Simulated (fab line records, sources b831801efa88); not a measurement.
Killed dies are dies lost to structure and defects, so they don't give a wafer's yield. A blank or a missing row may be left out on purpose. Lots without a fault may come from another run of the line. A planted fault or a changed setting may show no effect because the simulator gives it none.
Chamber matching | flow gf180mcu | GF_V4_CMP_04 on cmp-02: 4 sister chambers
The step polishes SiO2. 16 wafers are shown with their chamber, then 7 later ones without.

WAFERS WITH THEIR CHAMBER
wafer  | chamber | motor_current_A (A) | time_to_endpoint_s (s)
L328.2 | 3       | 13.4                | 79
L328.4 | 0       | 12.0                | 85
L328.6 | 3       | 13.1                | 79
L330.1 | 3       | 13.2                | 73
L330.4 | 1       | 13.5                | 86
L330.5 | 3       | 13.3                | 86
L331.3 | 1       | 13.4                | 91
L331.4 | 0       | 12.3                | 89
L331.6 | 3       | 13.5                | 84
L335.2 | 1       | 12.6                | 83
L335.5 | 1       | 13.1                | 85
L335.6 | 2       | 11.2                | 81
L336.1 | 1       | 13.3                | 86
L336.4 | 0       | 11.8                | 90
L336.6 | 1       | 13.7                | 92
L337.1 | 1       | 13.8                | 86

SIGNATURES (means of the wafers above)
reading            | chamber 0 | chamber 1 | chamber 2 | chamber 3 | scatter within a chamber
motor_current_A    | 12.033    | 13.343    | 11.200    | 13.300    | 0.317
time_to_endpoint_s | 88.00     | 87.00     | 81.00     | 80.20     | 3.88
Rule: a wafer's distance from a chamber is the root of the sum, over the readings, of the square of ((its reading less the chamber's mean) divided by the reading's scatter). The wafer belongs to the nearest chamber; if the next one is less than 2 further off, it can't be placed. The scatter: the root of (the sum of the squares of (reading less its chamber's mean) over the shown wafers, divided by (wafers less chambers)).

WAFERS WITHOUT THEIR CHAMBER
wafer  | motor_current_A (A) | time_to_endpoint_s (s)
L337.2 | 10.9                | 74
L337.6 | 13.3                | 79
L341.2 | 12.9                | 92
L341.5 | 13.5                | 85
L341.6 | 10.9                | 85
L346.2 | 10.9                | 79
L346.5 | 13.2                | 91

WHICH CHAMBER EACH WENT THROUGH
wafer  | from the rows above          | in truth
L337.2 | 2                            | 2
L337.6 | can't be placed: 3 or 1      | 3
L341.2 | can't be placed: 1 or 0 or 3 | 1
L341.5 | can't be placed: 1 or 3      | 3
L341.6 | 2                            | 2
L346.2 | 2                            | 2
L346.5 | can't be placed: 1 or 3      | 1
Placed correctly: 3 of 7. Can't be placed from these rows: 4 (the true chamber is among the candidates in 4). Placed wrongly: 0.
